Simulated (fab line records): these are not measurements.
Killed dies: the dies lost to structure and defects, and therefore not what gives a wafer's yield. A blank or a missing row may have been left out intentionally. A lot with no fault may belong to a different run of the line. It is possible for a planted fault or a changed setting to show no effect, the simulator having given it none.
Matching of chambers -- flow sky130 -- 4 sister chambers for SKY_VIA3_CMP_24 on cmp-01
The step polishes, stops on SiO2, t overpolish 20 s, target thk 0 nm. 8 wafers are shown with their chamber, then 12 later ones without.

== EACH WAFER AND ITS CHAMBER ==
wafer,chamber,motor-current-A (A),time-to-endpoint-s (s)
L085.1,0,9.9,92
L085.6,3,11.4,97
L086.4,3,12.0,98
L089.3,2,10.8,93
L089.5,1,11.1,95
L091.1,2,11.0,92
L091.3,0,9.5,94
L091.6,1,11.9,98

== WAFERS WHOSE CHAMBER IS MISSING ==
wafer,motor-current-A (A),time-to-endpoint-s (s)
L092.1,10.4,98
L092.2,10.9,96
L092.6,10.9,95
L093.1,11.3,98
L093.2,10.5,96
L093.4,10.6,95
L095.1,12.3,97
L095.2,10.6,92
L095.6,12.4,98
L096.1,11.8,100
L096.2,11.0,96
L096.5,12.0,98

== CHAMBER TAKEN BY EACH ==
wafer,from the rows above,in truth
L092.1,can't be placed: 1 or 3 or 0 or 2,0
L092.2,can't be placed: 1 or 3 or 2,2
L092.6,can't be placed: 2 or 1 or 3 or 0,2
L093.1,can't be placed: 3 or 1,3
L093.2,can't be placed: 1 or 2 or 0 or 3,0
L093.4,can't be placed: 2 or 1 or 0 or 3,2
L095.1,can't be placed: 3 or 1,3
L095.2,can't be placed: 2 or 0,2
L095.6,can't be placed: 3 or 1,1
L096.1,can't be placed: 3 or 1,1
L096.2,can't be placed: 1 or 3 or 2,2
L096.5,can't be placed: 3 or 1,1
Correct placement for 0 of the 12. Not placeable from these rows: 12 (in 12, the candidates include the true chamber). Number placed wrongly: 0.
How it was worked out, from the rows above alone: a wafer's distance from a chamber is the root of the sum, over the readings, of the square of ((its reading less the chamber's mean) divided by the reading's scatter). If the next closest chamber is less than 2 further off than the closest, the wafer can't be placed; otherwise it belongs to the closest. For every chamber, the mean is computed from those of its wafers that are shown. The scatter: the root of (the sum of the squares of (reading less its chamber's mean) over the shown wafers, divided by (wafers less chambers)).
